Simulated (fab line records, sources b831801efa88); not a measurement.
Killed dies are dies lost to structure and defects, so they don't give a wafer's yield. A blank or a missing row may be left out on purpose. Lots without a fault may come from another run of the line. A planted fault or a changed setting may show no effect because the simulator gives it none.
Which tool did it? | flow sky130 | 11 lots, 33 wafers sampled, at 5 steps of a route of 708

WHAT THE GAUGES READ, wafer by wafer
SKY_VIA1_THK_MEAS_23: measures by xrf. Usual: VIA1_W_THK 272 nm, standard deviation 3.4.
lot  | measured     | on            | VIA1_W_THK (nm) | flag
L212 | day 33 00:06 | film_metro-02 | 269 270 273     |
L213 | day 34 01:14 | film_metro-03 | 268 271 272     |
L214 | day 34 16:31 | film_metro-04 | 273 273 270     |
L217 | day 35 21:26 | film_metro-04 | 275 275 274     |
L219 | day 36 18:34 | film_metro-04 | 275 277 274     |
L221 | day 37 11:51 | film_metro-03 | 273 272 273     |
L222 | day 37 20:06 | film_metro-04 | 272 278 273     |
L223 | day 38 00:10 | film_metro-03 | 271 275 275     |
L225 | day 39 18:04 | film_metro-02 | 270 270 269     |
L227 | day 39 20:44 | film_metro-04 | 276 272 272     |
L230 | day 40 03:19 | film_metro-02 | 271 277 277     |

WHICH TOOL RAN EACH LOT (tool, then ch and the chambers of the sampled wafers, then the start)
lot  | SKY_VIA1_CMP_02               | SKY_VIA1_ETCH_14                   | SKY_VIA1_STRIP_16                    | SKY_VIA1_SPUTTER_20
L212 | cmp-02 ch 1,2, day 31 12:51   | rie_diel-03 ch 0,2,3, day 32 23:01 | plasma_asher-03 ch 0,1, day 32 23:06 | pvd_sputter-03, day 32 23:49
L213 | cmp-01 ch 0,1,3, day 33 00:39 | rie_diel-04 ch 0,2,3, day 34 00:16 | plasma_asher-01 ch 0,1, day 34 00:21 | pvd_sputter-03, day 34 00:56
L214 | cmp-02 ch 0,2, day 33 16:04   | rie_diel-04 ch 0,1, day 34 15:34   | plasma_asher-03 ch 0,1, day 34 15:39 | pvd_sputter-04, day 34 16:14
L217 | cmp-02 ch 0,2,3, day 34 17:37 | rie_diel-04 ch 1,2,3, day 35 20:28 | plasma_asher-03 ch 0,1, day 35 20:33 | pvd_sputter-02, day 35 21:09
L219 | cmp-01 ch 2,3, day 35 15:30   | rie_diel-03 ch 0,3, day 36 17:34   | plasma_asher-01 ch 0,1, day 36 17:39 | pvd_sputter-03, day 36 18:17
L221 | cmp-02 ch 1,2,3, day 36 11:02 | rie_diel-03 ch 1,2,3, day 37 10:52 | plasma_asher-02 ch 0,1, day 37 10:57 | pvd_sputter-03, day 37 11:35
L222 | cmp-01 ch 1,2,3, day 36 16:13 | rie_diel-03 ch 0,2,3, day 37 19:07 | plasma_asher-01 ch 0,1, day 37 19:12 | pvd_sputter-02, day 37 19:50
L223 | cmp-01 ch 0,1, day 36 21:01   | rie_diel-01 ch 0,1,2, day 37 23:13 | plasma_asher-01 ch 1, day 37 23:18   | pvd_sputter-02, day 37 23:53
L225 | cmp-01 ch 1,3, day 38 15:22   | rie_diel-03 ch 0,1,3, day 39 17:04 | plasma_asher-01 ch 1, day 39 17:09   | pvd_sputter-04, day 39 17:47
L227 | cmp-01 ch 0,1,3, day 38 17:59 | rie_diel-03 ch 0,1,2, day 39 19:46 | plasma_asher-03 ch 0,1, day 39 19:53 | pvd_sputter-02, day 39 20:27
L230 | cmp-01 ch 1,2,3, day 39 00:17 | rie_diel-03 ch 0,1, day 40 02:19   | plasma_asher-03 ch 0,1, day 40 02:24 | pvd_sputter-03, day 40 03:02
- SKY_VIA1_CMP_02: polishes SiO2.
- SKY_VIA1_ETCH_14: etches BARC in N2/H2, stops on SiO2, time 45.9 s, target depth 60 nm.
- SKY_VIA1_STRIP_16: strips in O2/N2.
- SKY_VIA1_SPUTTER_20: material TiN, target thk 20 nm, time 80 s.

WHAT THE TOOLS THEMSELVES READ (means of the sampled wafers that have a number; where no wafer has one, the mark that the record gives instead)
SKY_VIA1_CMP_02. Usual: motor_current_A 12.0 A, standard deviation 1.1.
lot  | tool   | motor_current_A (A) | flag
L212 | cmp-02 | 12.7                |
L213 | cmp-01 | 11.9                |
L214 | cmp-02 | 13.0                |
L217 | cmp-02 | 13.2                |
L219 | cmp-01 | 12.8                |
L221 | cmp-02 | 12.3                |
L222 | cmp-01 | 12.0                |
L223 | cmp-01 | 11.3                |
L225 | cmp-01 | 12.6                |
L227 | cmp-01 | 11.6                |
L230 | cmp-01 | 12.4                |

SKY_VIA1_ETCH_14. Usual: drypump_motor_current_A 5.7 A, standard deviation 0.49; oes_product_au 0.855 a.u., standard deviation 0.005; rf_fwd_power_W 495.3 W, standard deviation 2; throttle_valve_pct 13.224 %, standard deviation 0.0095.
lot  | tool        | drypump_motor_current_A (A) | oes_product_au (a.u.) | rf_fwd_power_W (W) | throttle_valve_pct (%) | flag
L212 | rie_diel-03 | 5.6                         | 0.853                 | 495.6              | 13.223                 |
L213 | rie_diel-04 | 6.1                         | 0.856                 | 493.5              | 13.214                 |
L214 | rie_diel-04 | 5.8                         | 0.862                 | 493.8              | 13.237                 |
L217 | rie_diel-04 | 5.9                         | 0.855                 | 493.1              | 13.226                 |
L219 | rie_diel-03 | 5.3                         | 0.855                 | 496.0              | 13.236                 |
L221 | rie_diel-03 | 5.7                         | 0.853                 | 495.8              | 13.228                 |
L222 | rie_diel-03 | 5.6                         | 0.855                 | 496.2              | 13.225                 |
L223 | rie_diel-01 | 5.5                         | 0.858                 | 495.6              | 13.225                 |
L225 | rie_diel-03 | 5.6                         | 0.854                 | 495.5              | 13.223                 |
L227 | rie_diel-03 | 5.9                         | 0.853                 | 496.0              | 13.217                 |
L230 | rie_diel-03 | 5.9                         | 0.854                 | 493.2              | 13.226                 |

SKY_VIA1_STRIP_16. Usual: drypump_motor_current_A 5.8 A, standard deviation 0.37; o2_flow_sccm 2999 sccm, standard deviation 8.6; oes_product_au 0.416 a.u., standard deviation 0.0044; strip_time_to_endpoint_s 4.462 s, standard deviation 0.02.
lot  | tool            | drypump_motor_current_A (A) | o2_flow_sccm (sccm) | oes_product_au (a.u.) | strip_time_to_endpoint_s (s) | flag
L212 | plasma_asher-03 | 5.6                         | 3003                | 0.413                 | 4.476                        |
L213 | plasma_asher-01 | 5.6                         | 3004                | 0.417                 | 4.461                        |
L214 | plasma_asher-03 | 5.4                         | 2993                | 0.410                 | 4.423                        |
L217 | plasma_asher-03 | 5.6                         | 3003                | 0.418                 | 4.453                        |
L219 | plasma_asher-01 | 5.6                         | 3003                | 0.421                 | 4.468                        |
L221 | plasma_asher-02 | 6.3                         | 2988                | 0.418                 | 4.476                        |
L222 | plasma_asher-01 | 5.7                         | 3000                | 0.418                 | 4.458                        |
L223 | plasma_asher-01 | 5.9                         | 3006                | 0.414                 | 4.438                        |
L225 | plasma_asher-01 | 5.9                         | 2998                | 0.418                 | 4.450                        |
L227 | plasma_asher-03 | 5.6                         | 3010                | 0.416                 | 4.499                        |
L230 | plasma_asher-03 | 5.5                         | 3001                | 0.418                 | 4.511                        |

SKY_VIA1_SPUTTER_20. Usual: throttle_valve_pct 30.0 %, standard deviation 0.96.
lot  | tool           | throttle_valve_pct (%) | flag
L212 | pvd_sputter-03 | 30.4                   |
L213 | pvd_sputter-03 | 30.4                   |
L214 | pvd_sputter-04 | 30.2                   |
L217 | pvd_sputter-02 | 29.9                   |
L219 | pvd_sputter-03 | 29.9                   |
L221 | pvd_sputter-03 | 30.5                   |
L222 | pvd_sputter-02 | 30.6                   |
L223 | pvd_sputter-02 | 29.3                   |
L225 | pvd_sputter-04 | 30.4                   |
L227 | pvd_sputter-02 | 29.3                   |
L230 | pvd_sputter-03 | 30.2                   |

THE ANSWER, worked out from the rows above alone
Rule: a lot is off if the mean of its wafers that have a number lies more than 3 standard deviations from the usual mean. A lot without any number at a reading at which 4 lots or more have one is off too. The other lots that the step has rows for count as sound. The gauges are gone through in route order, then the tools' own readings, and for those a lot's mean is taken as printed above. The first step at which some lot is off is used, and at that step the reading that is off furthest; a lot without a number counts as furthest.
No lot is off at any reading shown: from this, nothing can be told.

WHAT THE SIMULATOR HAD PUT IN
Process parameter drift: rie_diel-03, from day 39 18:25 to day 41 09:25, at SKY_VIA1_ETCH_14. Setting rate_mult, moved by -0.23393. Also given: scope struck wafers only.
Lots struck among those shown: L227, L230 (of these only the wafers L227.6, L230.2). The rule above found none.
